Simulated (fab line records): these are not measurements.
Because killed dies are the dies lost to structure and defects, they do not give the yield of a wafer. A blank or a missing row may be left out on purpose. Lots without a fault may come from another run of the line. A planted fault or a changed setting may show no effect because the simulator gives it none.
A sampling plan put to the test :: flow sky130 :: each of the 57 faults these records tell of, on one fab line, judged from the records of the lots it struck
What counts as the plan is the set of the line's own looks, namely the steps on the route at which a gauge or an inspection reads a wafer and does not change it. A look can be judged if struck wafers have a number there and the file gives its usual mean and standard deviation on fault-free wafers. Caught: the struck wafers' mean, at a look after the fault's first step, is 4 or more of those standard deviations (sigma) away from the usual mean. On the tool: the test repeated on the tool's own readings taken at the fault's steps. Caught also covers a different recipe on the struck wafers, or a record left blank for those wafers only.

## THE FAULTS, as the simulator had put them in
1. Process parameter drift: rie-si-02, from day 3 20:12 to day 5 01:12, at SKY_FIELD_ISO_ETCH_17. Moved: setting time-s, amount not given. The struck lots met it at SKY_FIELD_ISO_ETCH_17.
2. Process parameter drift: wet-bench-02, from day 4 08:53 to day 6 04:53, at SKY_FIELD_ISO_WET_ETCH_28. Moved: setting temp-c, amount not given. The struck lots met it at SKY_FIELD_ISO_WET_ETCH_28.
3. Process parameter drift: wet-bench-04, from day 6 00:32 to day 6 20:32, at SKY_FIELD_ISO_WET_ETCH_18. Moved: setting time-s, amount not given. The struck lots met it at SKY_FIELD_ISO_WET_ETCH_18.
4. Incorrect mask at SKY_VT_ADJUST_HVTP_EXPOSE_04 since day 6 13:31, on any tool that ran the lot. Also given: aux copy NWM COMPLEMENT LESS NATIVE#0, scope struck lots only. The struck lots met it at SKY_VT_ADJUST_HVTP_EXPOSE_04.
5. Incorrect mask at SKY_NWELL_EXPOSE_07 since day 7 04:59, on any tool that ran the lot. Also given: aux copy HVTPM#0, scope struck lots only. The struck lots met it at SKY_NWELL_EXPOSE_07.
6. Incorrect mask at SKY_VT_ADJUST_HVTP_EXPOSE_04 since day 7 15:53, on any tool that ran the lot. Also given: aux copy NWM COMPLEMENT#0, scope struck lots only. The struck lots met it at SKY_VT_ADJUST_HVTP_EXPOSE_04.
7. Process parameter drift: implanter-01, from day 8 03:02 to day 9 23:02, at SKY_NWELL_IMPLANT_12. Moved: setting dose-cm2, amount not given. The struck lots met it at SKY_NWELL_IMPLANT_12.
8. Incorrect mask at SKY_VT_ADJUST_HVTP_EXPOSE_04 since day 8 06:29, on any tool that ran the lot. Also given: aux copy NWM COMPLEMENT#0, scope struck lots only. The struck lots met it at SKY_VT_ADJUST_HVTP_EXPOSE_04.
9. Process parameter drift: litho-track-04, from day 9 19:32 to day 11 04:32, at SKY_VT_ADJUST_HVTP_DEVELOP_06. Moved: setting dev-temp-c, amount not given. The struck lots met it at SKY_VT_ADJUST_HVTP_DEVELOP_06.
10. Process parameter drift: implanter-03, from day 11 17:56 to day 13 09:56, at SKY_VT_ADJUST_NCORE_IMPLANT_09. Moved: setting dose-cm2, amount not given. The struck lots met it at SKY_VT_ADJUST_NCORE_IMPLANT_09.
11. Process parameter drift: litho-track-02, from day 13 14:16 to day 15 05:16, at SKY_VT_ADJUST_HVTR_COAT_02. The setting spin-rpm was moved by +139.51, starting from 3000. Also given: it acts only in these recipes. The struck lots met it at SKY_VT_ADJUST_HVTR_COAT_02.
12. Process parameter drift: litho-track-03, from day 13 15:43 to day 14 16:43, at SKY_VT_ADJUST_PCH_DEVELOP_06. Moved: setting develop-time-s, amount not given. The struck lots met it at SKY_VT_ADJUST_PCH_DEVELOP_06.
13. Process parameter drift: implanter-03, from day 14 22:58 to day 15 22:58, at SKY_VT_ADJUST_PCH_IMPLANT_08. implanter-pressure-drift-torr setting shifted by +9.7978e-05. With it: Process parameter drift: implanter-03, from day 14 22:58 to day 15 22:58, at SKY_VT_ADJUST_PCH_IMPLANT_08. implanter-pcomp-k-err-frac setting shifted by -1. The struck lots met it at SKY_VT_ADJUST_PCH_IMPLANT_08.
14. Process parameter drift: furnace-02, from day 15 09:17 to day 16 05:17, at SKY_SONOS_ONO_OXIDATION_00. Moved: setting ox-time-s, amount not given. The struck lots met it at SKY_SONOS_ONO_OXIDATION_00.
15. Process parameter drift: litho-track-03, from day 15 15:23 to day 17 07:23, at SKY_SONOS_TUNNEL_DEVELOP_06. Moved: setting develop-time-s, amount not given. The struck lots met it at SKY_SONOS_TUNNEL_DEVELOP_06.
16. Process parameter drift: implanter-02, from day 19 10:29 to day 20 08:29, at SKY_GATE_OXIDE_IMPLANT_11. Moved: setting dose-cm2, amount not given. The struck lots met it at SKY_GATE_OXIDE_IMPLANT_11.
17. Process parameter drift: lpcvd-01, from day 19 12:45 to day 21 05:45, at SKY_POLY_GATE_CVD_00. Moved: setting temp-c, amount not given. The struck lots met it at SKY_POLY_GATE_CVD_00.
18. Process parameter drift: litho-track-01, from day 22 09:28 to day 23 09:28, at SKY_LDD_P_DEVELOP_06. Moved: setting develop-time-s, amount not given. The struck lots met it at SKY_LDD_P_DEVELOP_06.
19. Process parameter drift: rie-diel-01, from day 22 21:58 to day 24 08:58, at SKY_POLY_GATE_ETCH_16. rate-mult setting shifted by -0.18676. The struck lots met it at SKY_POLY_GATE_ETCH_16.
20. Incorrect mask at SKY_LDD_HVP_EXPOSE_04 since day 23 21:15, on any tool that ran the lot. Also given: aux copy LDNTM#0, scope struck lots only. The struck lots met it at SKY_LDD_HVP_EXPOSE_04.
21. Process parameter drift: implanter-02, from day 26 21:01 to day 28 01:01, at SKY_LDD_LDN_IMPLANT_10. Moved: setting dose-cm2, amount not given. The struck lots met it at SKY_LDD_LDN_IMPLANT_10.
22. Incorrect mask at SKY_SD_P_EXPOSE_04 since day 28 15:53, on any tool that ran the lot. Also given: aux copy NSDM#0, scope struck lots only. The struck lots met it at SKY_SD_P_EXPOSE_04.
23. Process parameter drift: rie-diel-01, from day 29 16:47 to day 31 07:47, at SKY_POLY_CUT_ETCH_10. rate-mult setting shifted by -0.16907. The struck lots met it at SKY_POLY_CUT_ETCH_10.
24. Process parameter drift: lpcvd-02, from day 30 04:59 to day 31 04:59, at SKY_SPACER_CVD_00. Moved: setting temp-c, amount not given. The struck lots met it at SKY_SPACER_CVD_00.
25. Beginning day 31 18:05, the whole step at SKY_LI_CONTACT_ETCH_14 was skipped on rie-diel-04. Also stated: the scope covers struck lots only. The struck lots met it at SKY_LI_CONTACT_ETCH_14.
26. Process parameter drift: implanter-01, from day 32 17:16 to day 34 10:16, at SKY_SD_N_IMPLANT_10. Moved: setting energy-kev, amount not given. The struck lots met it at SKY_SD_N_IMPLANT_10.
27. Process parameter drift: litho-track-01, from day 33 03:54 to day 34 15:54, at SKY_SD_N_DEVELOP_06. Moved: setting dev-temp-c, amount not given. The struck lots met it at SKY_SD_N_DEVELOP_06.
28. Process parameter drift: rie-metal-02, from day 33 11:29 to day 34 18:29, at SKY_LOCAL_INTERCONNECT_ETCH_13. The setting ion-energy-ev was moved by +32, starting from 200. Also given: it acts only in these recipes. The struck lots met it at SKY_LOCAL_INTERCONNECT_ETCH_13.
29. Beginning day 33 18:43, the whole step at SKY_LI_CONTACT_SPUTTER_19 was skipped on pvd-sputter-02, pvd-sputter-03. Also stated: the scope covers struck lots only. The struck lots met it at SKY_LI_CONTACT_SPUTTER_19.
30. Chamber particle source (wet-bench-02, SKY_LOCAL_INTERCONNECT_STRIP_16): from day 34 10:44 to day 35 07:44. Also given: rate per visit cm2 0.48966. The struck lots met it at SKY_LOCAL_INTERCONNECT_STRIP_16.
31. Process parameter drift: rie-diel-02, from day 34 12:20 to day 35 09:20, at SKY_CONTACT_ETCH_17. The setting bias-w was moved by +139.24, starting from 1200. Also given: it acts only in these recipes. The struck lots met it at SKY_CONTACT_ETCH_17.
32. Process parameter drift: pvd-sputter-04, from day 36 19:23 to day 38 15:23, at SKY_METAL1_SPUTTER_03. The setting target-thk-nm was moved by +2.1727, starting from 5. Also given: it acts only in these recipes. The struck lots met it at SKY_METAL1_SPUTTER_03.
33. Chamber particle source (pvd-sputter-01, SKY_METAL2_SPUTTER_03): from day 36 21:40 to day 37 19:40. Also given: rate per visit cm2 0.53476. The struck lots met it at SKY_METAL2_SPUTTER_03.
34. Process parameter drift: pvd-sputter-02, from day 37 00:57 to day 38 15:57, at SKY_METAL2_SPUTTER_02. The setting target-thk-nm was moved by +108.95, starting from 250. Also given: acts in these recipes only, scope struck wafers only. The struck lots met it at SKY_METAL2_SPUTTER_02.
35. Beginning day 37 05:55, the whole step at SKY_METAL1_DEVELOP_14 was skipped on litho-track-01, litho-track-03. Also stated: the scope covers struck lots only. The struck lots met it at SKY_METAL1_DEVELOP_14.
36. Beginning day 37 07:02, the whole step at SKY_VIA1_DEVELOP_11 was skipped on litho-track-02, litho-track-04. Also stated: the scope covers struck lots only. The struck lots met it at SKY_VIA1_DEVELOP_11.
37. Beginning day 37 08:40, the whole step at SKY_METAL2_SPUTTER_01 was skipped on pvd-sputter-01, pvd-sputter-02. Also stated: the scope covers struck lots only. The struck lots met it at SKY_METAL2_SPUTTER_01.
38. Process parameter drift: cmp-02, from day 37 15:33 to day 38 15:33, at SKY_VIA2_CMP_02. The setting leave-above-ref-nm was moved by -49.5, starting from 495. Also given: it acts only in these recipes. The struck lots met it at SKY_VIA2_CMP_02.
39. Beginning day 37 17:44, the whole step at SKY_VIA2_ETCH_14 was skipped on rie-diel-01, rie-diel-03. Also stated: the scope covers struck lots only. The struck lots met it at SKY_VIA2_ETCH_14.
40. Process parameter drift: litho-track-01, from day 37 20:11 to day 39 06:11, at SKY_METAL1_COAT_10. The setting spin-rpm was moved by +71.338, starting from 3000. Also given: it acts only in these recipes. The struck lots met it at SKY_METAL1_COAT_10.
41. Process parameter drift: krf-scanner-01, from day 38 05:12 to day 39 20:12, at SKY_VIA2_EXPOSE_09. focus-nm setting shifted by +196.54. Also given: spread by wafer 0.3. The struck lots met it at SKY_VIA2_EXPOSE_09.
42. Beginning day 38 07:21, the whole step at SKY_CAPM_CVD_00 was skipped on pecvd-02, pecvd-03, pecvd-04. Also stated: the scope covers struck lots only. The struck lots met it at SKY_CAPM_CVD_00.
43. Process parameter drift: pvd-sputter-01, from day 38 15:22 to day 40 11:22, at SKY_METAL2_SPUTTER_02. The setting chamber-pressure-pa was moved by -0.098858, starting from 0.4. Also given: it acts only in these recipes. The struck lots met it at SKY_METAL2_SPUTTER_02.
44. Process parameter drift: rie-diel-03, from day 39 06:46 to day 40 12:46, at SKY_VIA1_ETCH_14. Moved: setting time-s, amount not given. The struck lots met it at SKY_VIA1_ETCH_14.
45. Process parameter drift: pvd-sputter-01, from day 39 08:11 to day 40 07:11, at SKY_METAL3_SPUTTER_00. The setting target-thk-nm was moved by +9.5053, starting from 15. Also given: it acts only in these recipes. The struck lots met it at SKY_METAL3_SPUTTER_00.
46. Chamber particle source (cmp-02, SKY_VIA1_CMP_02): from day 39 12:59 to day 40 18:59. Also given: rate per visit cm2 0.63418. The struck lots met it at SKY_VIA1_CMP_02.
47. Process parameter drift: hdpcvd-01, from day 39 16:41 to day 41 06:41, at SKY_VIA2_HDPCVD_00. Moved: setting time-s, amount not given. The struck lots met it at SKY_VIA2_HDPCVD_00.
48. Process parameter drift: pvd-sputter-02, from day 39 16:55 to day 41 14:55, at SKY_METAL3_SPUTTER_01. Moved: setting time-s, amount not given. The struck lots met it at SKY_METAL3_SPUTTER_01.
49. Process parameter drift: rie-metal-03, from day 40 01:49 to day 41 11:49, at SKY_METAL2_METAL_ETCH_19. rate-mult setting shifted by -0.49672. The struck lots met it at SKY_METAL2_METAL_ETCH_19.
50. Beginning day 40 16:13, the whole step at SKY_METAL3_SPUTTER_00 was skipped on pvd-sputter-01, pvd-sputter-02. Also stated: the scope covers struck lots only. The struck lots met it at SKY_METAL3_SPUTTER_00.
51. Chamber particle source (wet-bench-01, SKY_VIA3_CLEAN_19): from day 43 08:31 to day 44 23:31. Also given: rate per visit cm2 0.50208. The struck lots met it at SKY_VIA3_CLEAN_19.
52. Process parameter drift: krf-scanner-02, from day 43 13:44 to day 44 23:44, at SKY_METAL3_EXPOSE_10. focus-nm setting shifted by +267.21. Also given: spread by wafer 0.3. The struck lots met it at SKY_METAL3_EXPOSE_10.
53. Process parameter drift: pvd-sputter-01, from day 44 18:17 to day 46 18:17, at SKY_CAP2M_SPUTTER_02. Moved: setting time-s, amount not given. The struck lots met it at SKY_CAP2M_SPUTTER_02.
54. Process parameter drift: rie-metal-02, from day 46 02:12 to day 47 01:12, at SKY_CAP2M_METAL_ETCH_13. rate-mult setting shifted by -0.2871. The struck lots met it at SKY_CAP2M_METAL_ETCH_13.
55. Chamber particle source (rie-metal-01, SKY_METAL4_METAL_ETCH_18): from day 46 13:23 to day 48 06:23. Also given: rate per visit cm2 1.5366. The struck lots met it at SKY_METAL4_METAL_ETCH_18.
56. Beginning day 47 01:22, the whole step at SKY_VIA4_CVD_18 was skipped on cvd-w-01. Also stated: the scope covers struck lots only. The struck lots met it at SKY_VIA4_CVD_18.
57. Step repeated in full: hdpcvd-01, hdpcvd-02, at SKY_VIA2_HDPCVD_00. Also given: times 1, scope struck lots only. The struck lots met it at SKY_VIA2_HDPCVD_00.

## WHAT THE PLAN SAW
fault: 1
on the tool itself: run-length-s -98 sigma
first look that catches it: none of the 2 looks that can be judged after it
reading, sigma: -
median hours from its first step to that look: -
hours from the fault's start to the first struck lot there: -
judged looks passed uncaught: 2

fault: 2
on the tool itself: temp-c +99 or beyond sigma
first look that catches it: no look after it can be judged
reading, sigma: -
median hours from its first step to that look: -
hours from the fault's start to the first struck lot there: -
judged looks passed uncaught: 0

fault: 3
on the tool itself: run-length-s -30 sigma
first look that catches it: none of the 2 looks that can be judged after it
reading, sigma: -
median hours from its first step to that look: -
hours from the fault's start to the first struck lot there: -
judged looks passed uncaught: 2

fault: 4
on the tool itself: under 2 sigma
first look that catches it: SKY_VT_ADJUST_HVTP_TW_MEAS_11
reading, sigma: VT_ADJUST_HVTP_TW -94
median hours from its first step to that look: 9.7
hours from the fault's start to the first struck lot there: 14
judged looks passed uncaught: 0

fault: 5
on the tool itself: no reading that can be judged
first look that catches it: SKY_NWELL_TW_MEAS_15
reading, sigma: NWELL_TW -99 or beyond
median hours from its first step to that look: 10.3
hours from the fault's start to the first struck lot there: 14
judged looks passed uncaught: 0

fault: 6
on the tool itself: under 2 sigma
first look that catches it: SKY_VT_ADJUST_HVTP_TW_MEAS_11
reading, sigma: VT_ADJUST_HVTP_TW -94
median hours from its first step to that look: 10.6
hours from the fault's start to the first struck lot there: 14
judged looks passed uncaught: 0

fault: 7
on the tool itself: dose-ions-cm2 +99 or beyond sigma
first look that catches it: no look after it can be judged
reading, sigma: -
median hours from its first step to that look: -
hours from the fault's start to the first struck lot there: -
judged looks passed uncaught: 0

fault: 8
on the tool itself: no reading that can be judged
first look that catches it: SKY_VT_ADJUST_HVTP_TW_MEAS_11
reading, sigma: VT_ADJUST_HVTP_TW -94
median hours from its first step to that look: 11.3
hours from the fault's start to the first struck lot there: 12
judged looks passed uncaught: 0

fault: 9
on the tool itself: developer-temp-C +7.6 sigma
first look that catches it: not the one look that can be judged after it
reading, sigma: -
median hours from its first step to that look: -
hours from the fault's start to the first struck lot there: -
judged looks passed uncaught: 1

fault: 10
on the tool itself: dose-ions-cm2 -99 or beyond sigma
first look that catches it: SKY_VT_ADJUST_NCORE_TW_MEAS_11
reading, sigma: VT_ADJUST_NCORE_TW -18
median hours from its first step to that look: 0.2
hours from the fault's start to the first struck lot there: 3
judged looks passed uncaught: 0

fault: 11
on the tool itself: spin-speed-rpm +73 sigma
first look that catches it: none of the 3 looks that can be judged after it
reading, sigma: -
median hours from its first step to that look: -
hours from the fault's start to the first struck lot there: -
judged looks passed uncaught: 3

fault: 12
on the tool itself: no reading that can be judged
first look that catches it: none of the 2 looks that can be judged after it
reading, sigma: -
median hours from its first step to that look: -
hours from the fault's start to the first struck lot there: -
judged looks passed uncaught: 2

fault: 13
on the tool itself: end-station-pressure-torr +99 or beyond sigma
first look that catches it: SKY_VT_ADJUST_PCH_TW_MEAS_10
reading, sigma: VT_ADJUST_PCH_TW +4.7
median hours from its first step to that look: 0.2
hours from the fault's start to the first struck lot there: 3
judged looks passed uncaught: 0

fault: 14
on the tool itself: under 2 sigma
first look that catches it: not the one look that can be judged after it
reading, sigma: strongest: SONOS_ONO_OXIDATION_THK at SKY_SONOS_ONO_THK_MEAS_01, +2.9
median hours from its first step to that look: -
hours from the fault's start to the first struck lot there: -
judged looks passed uncaught: 1

fault: 15
on the tool itself: under 2 sigma
first look that catches it: SKY_SONOS_TUNNEL_CD_MEAS_07
reading, sigma: cd-nm -10
median hours from its first step to that look: 0.2
hours from the fault's start to the first struck lot there: 14
judged looks passed uncaught: 0

fault: 16
on the tool itself: dose-ions-cm2 +99 or beyond sigma
first look that catches it: SKY_GATE_OXIDE_TW_MEAS_14
reading, sigma: GATE_OXIDE_TW +7.7
median hours from its first step to that look: 0.3
hours from the fault's start to the first struck lot there: 9
judged looks passed uncaught: 0

fault: 17
on the tool itself: susceptor-temp-C -19 sigma
first look that catches it: SKY_POLY_GATE_THK_MEAS_01
reading, sigma: POLY_GATE_CVD_00_THK -11
median hours from its first step to that look: 1.2
hours from the fault's start to the first struck lot there: 10
judged looks passed uncaught: 0

fault: 18
on the tool itself: no reading that can be judged
first look that catches it: SKY_LDD_P_CD_MEAS_07
reading, sigma: cd-nm -29
median hours from its first step to that look: 0.1
hours from the fault's start to the first struck lot there: 10
judged looks passed uncaught: 0

fault: 19
on the tool itself: under 2 sigma
first look that catches it: no look after it can be judged
reading, sigma: -
median hours from its first step to that look: -
hours from the fault's start to the first struck lot there: -
judged looks passed uncaught: 0

fault: 20
on the tool itself: no reading that can be judged
first look that catches it: SKY_LDD_HVP_TW_MEAS_10
reading, sigma: LDD_HVP_TW -99 or beyond
median hours from its first step to that look: 13.3
hours from the fault's start to the first struck lot there: 16
judged looks passed uncaught: 0

fault: 21
on the tool itself: dose-ions-cm2 +99 or beyond sigma
first look that catches it: SKY_LDD_LDN_TW_MEAS_13
reading, sigma: LDD_LDN_TW +6.3
median hours from its first step to that look: 0.4
hours from the fault's start to the first struck lot there: 2
judged looks passed uncaught: 0

fault: 22
on the tool itself: no reading that can be judged
first look that catches it: SKY_SD_P_TW_MEAS_11
reading, sigma: SD_P_TW -96
median hours from its first step to that look: 15.2
hours from the fault's start to the first struck lot there: 16
judged looks passed uncaught: 0

fault: 23
on the tool itself: under 2 sigma
first look that catches it: no look after it can be judged
reading, sigma: -
median hours from its first step to that look: -
hours from the fault's start to the first struck lot there: -
judged looks passed uncaught: 0

fault: 24
on the tool itself: susceptor-temp-C +28 sigma
first look that catches it: SKY_SPACER_THK_MEAS_01
reading, sigma: SPACER_CVD_00_THK +18
median hours from its first step to that look: 1.2
hours from the fault's start to the first struck lot there: 3
judged looks passed uncaught: 0

fault: 25
on the tool itself: the tool's record is blank for the struck wafers
first look that catches it: no look after it can be judged
reading, sigma: -
median hours from its first step to that look: -
hours from the fault's start to the first struck lot there: -
judged looks passed uncaught: 0

fault: 26
on the tool itself: beam-energy-keV +99 or beyond sigma
first look that catches it: no look after it can be judged
reading, sigma: -
median hours from its first step to that look: -
hours from the fault's start to the first struck lot there: -
judged looks passed uncaught: 0

fault: 27
on the tool itself: developer-temp-C -21 sigma
first look that catches it: SKY_SD_N_CD_MEAS_07
reading, sigma: cd-nm +4.2
median hours from its first step to that look: 0.1
hours from the fault's start to the first struck lot there: 7
judged looks passed uncaught: 0

fault: 28
on the tool itself: under 2 sigma
first look that catches it: no look after it can be judged
reading, sigma: -
median hours from its first step to that look: -
hours from the fault's start to the first struck lot there: -
judged looks passed uncaught: 0

fault: 29
on the tool itself: the tool's record is blank for the struck wafers
first look that catches it: no look after it can be judged
reading, sigma: -
median hours from its first step to that look: -
hours from the fault's start to the first struck lot there: -
judged looks passed uncaught: 0

fault: 30
on the tool itself: no reading that can be judged
first look that catches it: no look after it can be judged
reading, sigma: -
median hours from its first step to that look: -
hours from the fault's start to the first struck lot there: -
judged looks passed uncaught: 0

fault: 31
on the tool itself: bias-w +40 sigma
first look that catches it: no look after it can be judged
reading, sigma: -
median hours from its first step to that look: -
hours from the fault's start to the first struck lot there: -
judged looks passed uncaught: 0

fault: 32
on the tool itself: under 2 sigma
first look that catches it: no look after it can be judged
reading, sigma: -
median hours from its first step to that look: -
hours from the fault's start to the first struck lot there: -
judged looks passed uncaught: 0

fault: 33
on the tool itself: under 2 sigma
first look that catches it: no look after it can be judged
reading, sigma: -
median hours from its first step to that look: -
hours from the fault's start to the first struck lot there: -
judged looks passed uncaught: 0

fault: 34
on the tool itself: under 2 sigma
first look that catches it: SKY_METAL2_RS_MEAS_05
reading, sigma: METAL2_ALCU_RS -35
median hours from its first step to that look: 0.1
hours from the fault's start to the first struck lot there: 11
judged looks passed uncaught: 0

fault: 35
on the tool itself: no reading that can be judged
first look that catches it: no look after it can be judged
reading, sigma: -
median hours from its first step to that look: -
hours from the fault's start to the first struck lot there: -
judged looks passed uncaught: 0

fault: 36
on the tool itself: no reading that can be judged
first look that catches it: no look after it can be judged
reading, sigma: -
median hours from its first step to that look: -
hours from the fault's start to the first struck lot there: -
judged looks passed uncaught: 0

fault: 37
on the tool itself: the tool's record is blank for the struck wafers
first look that catches it: no look after it can be judged
reading, sigma: -
median hours from its first step to that look: -
hours from the fault's start to the first struck lot there: -
judged looks passed uncaught: 0

fault: 38
on the tool itself: under 2 sigma
first look that catches it: no look after it can be judged
reading, sigma: -
median hours from its first step to that look: -
hours from the fault's start to the first struck lot there: -
judged looks passed uncaught: 0

fault: 39
on the tool itself: the tool's record is blank for the struck wafers
first look that catches it: no look after it can be judged
reading, sigma: -
median hours from its first step to that look: -
hours from the fault's start to the first struck lot there: -
judged looks passed uncaught: 0

fault: 40
on the tool itself: spin-speed-rpm +37 sigma
first look that catches it: none of the 2 looks that can be judged after it
reading, sigma: -
median hours from its first step to that look: -
hours from the fault's start to the first struck lot there: -
judged looks passed uncaught: 2

fault: 41
on the tool itself: exposure-dose-mJ-cm2 +9.3 sigma
first look that catches it: SKY_VIA2_CD_MEAS_12
reading, sigma: cd-nm -5.8
median hours from its first step to that look: 12.9
hours from the fault's start to the first struck lot there: 37
judged looks passed uncaught: 0

fault: 42
on the tool itself: the tool's record is blank for the struck wafers
first look that catches it: no look after it can be judged
reading, sigma: -
median hours from its first step to that look: -
hours from the fault's start to the first struck lot there: -
judged looks passed uncaught: 0

fault: 43
on the tool itself: chamber-pressure-pa -98 sigma
first look that catches it: SKY_METAL2_RS_MEAS_05
reading, sigma: METAL2_ALCU_RS -8.6
median hours from its first step to that look: 0.1
hours from the fault's start to the first struck lot there: 26
judged looks passed uncaught: 0

fault: 44
on the tool itself: oes-product-au +12 sigma
first look that catches it: no look after it can be judged
reading, sigma: -
median hours from its first step to that look: -
hours from the fault's start to the first struck lot there: -
judged looks passed uncaught: 0

fault: 45
on the tool itself: under 2 sigma
first look that catches it: no look after it can be judged
reading, sigma: -
median hours from its first step to that look: -
hours from the fault's start to the first struck lot there: -
judged looks passed uncaught: 0

fault: 46
on the tool itself: under 2 sigma
first look that catches it: not the one look that can be judged after it
reading, sigma: -
median hours from its first step to that look: -
hours from the fault's start to the first struck lot there: -
judged looks passed uncaught: 1

fault: 47
on the tool itself: run-length-s +38 sigma
first look that catches it: SKY_VIA2_THK_MEAS_01
reading, sigma: VIA2_HDPCVD_THK +9.7
median hours from its first step to that look: 0.1
hours from the fault's start to the first struck lot there: 4
judged looks passed uncaught: 0

fault: 48
on the tool itself: under 2 sigma
first look that catches it: no look after it can be judged
reading, sigma: -
median hours from its first step to that look: -
hours from the fault's start to the first struck lot there: -
judged looks passed uncaught: 0

fault: 49
on the tool itself: oes-product-au -26 sigma
first look that catches it: no look after it can be judged
reading, sigma: -
median hours from its first step to that look: -
hours from the fault's start to the first struck lot there: -
judged looks passed uncaught: 0

fault: 50
on the tool itself: the tool's record is blank for the struck wafers
first look that catches it: no look after it can be judged
reading, sigma: -
median hours from its first step to that look: -
hours from the fault's start to the first struck lot there: -
judged looks passed uncaught: 0

fault: 51
on the tool itself: no reading that can be judged
first look that catches it: not the one look that can be judged after it
reading, sigma: -
median hours from its first step to that look: -
hours from the fault's start to the first struck lot there: -
judged looks passed uncaught: 1

fault: 52
on the tool itself: no reading that can be judged
first look that catches it: SKY_METAL3_CD_MEAS_13
reading, sigma: cd-nm -29
median hours from its first step to that look: 10.5
hours from the fault's start to the first struck lot there: 22
judged looks passed uncaught: 0

fault: 53
on the tool itself: under 2 sigma
first look that catches it: none of the 2 looks that can be judged after it
reading, sigma: strongest: CAP2M_TIN_RS at SKY_CAP2M_RS_MEAS_03, +3.8
median hours from its first step to that look: -
hours from the fault's start to the first struck lot there: -
judged looks passed uncaught: 2

fault: 54
on the tool itself: oes-product-au -15 sigma
first look that catches it: no look after it can be judged
reading, sigma: -
median hours from its first step to that look: -
hours from the fault's start to the first struck lot there: -
judged looks passed uncaught: 0

fault: 55
on the tool itself: under 2 sigma
first look that catches it: none of the 5 looks that can be judged after it
reading, sigma: -
median hours from its first step to that look: -
hours from the fault's start to the first struck lot there: -
judged looks passed uncaught: 5

fault: 56
on the tool itself: the tool's record is blank for the struck wafers
first look that catches it: SKY_VIA4_RS_MEAS_19
reading, sigma: VIA4_W_RS +99 or beyond
median hours from its first step to that look: 0.2
hours from the fault's start to the first struck lot there: 5
judged looks passed uncaught: 0

fault: 57
on the tool itself: under 2 sigma
first look that catches it: SKY_VIA2_THK_MEAS_01
reading, sigma: VIA2_HDPCVD_THK +92
median hours from its first step to that look: 0.5
hours from the fault's start to the first struck lot there: -
judged looks passed uncaught: 0
Dash: fault not caught, or number not given in these records.

Caught at a look: 22 of 57. Caught on the tool: 29 of 57. By one or the other: 40 of 57.
Faults caught by the tool alone: 1, 2, 3, 7, 9, 11, 25, 26, 29, 31, 37, 39, 40, 42, 44, 49, 50, 54.
Caught at a look alone: faults 4, 5, 6, 8, 15, 18, 20, 22, 34, 52, 57.
Caught by neither: faults 12, 14, 19, 23, 28, 30, 32, 33, 35, 36, 38, 45, 46, 48, 51, 53, 55.

## THINNER SAMPLING
Were the look that catches a fault to measure just every second or every third lot (counted by lot number), the first struck lot would, at worst, be measured this late:
fault: 4
struck lots at that look, in order of time: L893
every lot: 14 h
every second lot: may miss it
every third lot: may miss it

fault: 5
struck lots at that look, in order of time: L108
every lot: 14 h
every second lot: may miss it
every third lot: may miss it

fault: 6
struck lots at that look, in order of time: L795
every lot: 14 h
every second lot: may miss it
every third lot: may miss it

fault: 8
struck lots at that look, in order of time: L808
every lot: 12 h
every second lot: may miss it
every third lot: may miss it

fault: 10
struck lots at that look, in order of time: L461, L463
every lot: 3 h
every second lot: may miss all 2
every third lot: may miss all 2

fault: 13
struck lots at that look, in order of time: L592, L593
every lot: 3 h
every second lot: 20 h
every third lot: may miss all 2

fault: 15
struck lots at that look, in order of time: L223, L225
every lot: 14 h
every second lot: may miss all 2
every third lot: may miss all 2

fault: 16
struck lots at that look, in order of time: L448, L449
every lot: 9 h
every second lot: 14 h
every third lot: may miss all 2

fault: 17
struck lots at that look, in order of time: L101, L102, L103
every lot: 10 h
every second lot: 14 h
every third lot: 21 h

fault: 18
struck lots at that look, in order of time: L213, L214
every lot: 10 h
every second lot: 17 h
every third lot: may miss all 2

fault: 20
struck lots at that look, in order of time: L908
every lot: 16 h
every second lot: may miss it
every third lot: may miss it

fault: 21
struck lots at that look, in order of time: L678, L680
every lot: 2 h
every second lot: may miss all 2
every third lot: may miss all 2

fault: 22
struck lots at that look, in order of time: L376
every lot: 16 h
every second lot: may miss it
every third lot: may miss it

fault: 24
struck lots at that look, in order of time: L612, L613
every lot: 3 h
every second lot: 5 h
every third lot: may miss all 2

fault: 27
struck lots at that look, in order of time: L199, L202
every lot: 7 h
every second lot: 35 h
every third lot: may miss all 2

fault: 34
struck lots at that look, in order of time: L756, L758
every lot: 11 h
every second lot: may miss all 2
every third lot: may miss all 2

fault: 41
struck lots at that look, in order of time: L294, L296
every lot: 37 h
every second lot: may miss all 2
every third lot: may miss all 2

fault: 43
struck lots at that look, in order of time: L278, L280
every lot: 26 h
every second lot: may miss all 2
every third lot: may miss all 2

fault: 47
struck lots at that look, in order of time: L223, L224
every lot: 4 h
every second lot: 16 h
every third lot: may miss all 2

fault: 52
struck lots at that look, in order of time: L799, L800
every lot: 22 h
every second lot: 25 h
every third lot: may miss all 2

fault: 56
struck lots at that look, in order of time: L812, L813
every lot: 5 h
every second lot: 7 h
every third lot: may miss all 2
Hours count from the start of the fault until the first struck lot that is measured. Since the struck wafers were tested as one group against 4 sigma, a single lot by itself may lie under the limit. Other struck lots may not be in these records.

## THE LONGEST TIMED WAY FROM STEP TO LOOK
In fault 22, a median of 15.2 hours elapses between SKY_SD_P_EXPOSE_04 and SKY_SD_P_TW_MEAS_11. No look between them can be judged.
